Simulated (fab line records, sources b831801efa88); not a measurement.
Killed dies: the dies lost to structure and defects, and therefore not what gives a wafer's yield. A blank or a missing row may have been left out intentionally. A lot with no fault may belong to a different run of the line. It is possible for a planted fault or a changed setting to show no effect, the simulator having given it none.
Which tool did it?	flow gf180mcu	18 wafers sampled from 6 lots at 1 step of a route of 602

WHAT THE GAUGES SHOWED, per wafer
GF_V2_OVL_MEAS_15.
lot	measured	on	V2_OVL (nm)
L852	day 20 21:20	overlay-01	1 -12 -2
L856	day 22 07:50	overlay-02	1 -7 3
L865	day 25 15:51	overlay-02	-2 -3 2
L869	day 26 18:35	overlay-01	2 -4 10
L871	day 27 14:37	overlay-02	-4 -12 0
L873	day 28 00:46	overlay-02	-6 -9 -4

TOOL THAT RAN EACH LOT (tool first, then ch and the chambers of the sampled wafers, then the start)
There is no process step in the record ahead of these readings.

THE ANSWER, worked out from the rows above alone
Rule: what is usual is taken from the lots themselves. Put in order of their means at a reading, lots are off if they are a third of the lots or fewer, leave a main group of 4 or more, and stand apart from it by a gap of 3 or more times the standard deviation of the main group's means; of several such gaps the widest counts. A main group is skipped when, at the precision printed for the reading in the tables above, its means are all equal. A lot without any number at a reading at which 4 lots or more have one is off too. Any other lot the step has rows for is counted as sound.
No lot is off at any reading shown: from this, nothing can be told.

WHAT THE SIMULATOR HAD PUT IN
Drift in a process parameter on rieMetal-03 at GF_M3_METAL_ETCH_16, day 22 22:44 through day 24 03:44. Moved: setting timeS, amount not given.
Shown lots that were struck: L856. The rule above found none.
